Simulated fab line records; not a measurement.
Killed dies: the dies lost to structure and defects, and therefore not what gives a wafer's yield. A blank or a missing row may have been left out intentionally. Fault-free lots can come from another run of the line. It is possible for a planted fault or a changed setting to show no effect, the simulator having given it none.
Which tool is to blame?	flow gf180mcu	Sampling: 6 lots, 18 wafers, 2 of 602 route steps

== WHAT THE GAUGES READ, wafer by wafer ==
GF_HV_LDD_RS_MEAS_53: a four-point-probe measurement.
lot	measured	on	HV_LDD_RS (ohm/sq)
L648	day 14 00:09	filmMetro-01	418.5 416.6 418.2
L652	day 15 11:59	filmMetro-04	415.9 417.1 418.5
L654	day 16 02:09	filmMetro-04	415.6 416.3 415.5
L658	day 17 12:47	filmMetro-04	417.2 416.3 417.8
L664	day 19 11:54	filmMetro-02	419.8 420.7 419.8
L666	day 20 05:19	filmMetro-01	418.4 418.2 418.9

== EACH LOT AND THE TOOL THAT RAN IT (in order: tool; ch and the chambers of the sampled wafers; start) ==
lot	GF_HV_LDD_IMPLANT_34
L648	implanter-02 ch 0, day 13 02:29
L652	implanter-03 ch 0, day 14 13:40
L654	implanter-02 ch 0, day 15 03:54
L658	implanter-02 ch 0, day 16 13:08
L664	implanter-02 ch 0, day 18 11:16
L666	implanter-03 ch 0, day 19 04:09
- GF_HV_LDD_IMPLANT_34

== THE ANSWER, worked out from the rows above alone ==
Rule: the usual values come from the lots themselves. The widest of any qualifying gaps counts: lots, ordered by their means at a reading, are off when they make up no more than a third of the lots, leave a main group of 4 or more, and stand apart from it by 3 or more times the standard deviation of that group's means. A main group is skipped when, at the precision printed for the reading in the tables above, its means are all equal. A lot without any number at a reading at which 4 lots or more have one is off too. Where the step has rows for the other lots, those lots are counted as sound.
Across all readings shown, no lot is off: no conclusion can be drawn from this.

== WHAT WAS PUT IN BY THE SIMULATOR ==
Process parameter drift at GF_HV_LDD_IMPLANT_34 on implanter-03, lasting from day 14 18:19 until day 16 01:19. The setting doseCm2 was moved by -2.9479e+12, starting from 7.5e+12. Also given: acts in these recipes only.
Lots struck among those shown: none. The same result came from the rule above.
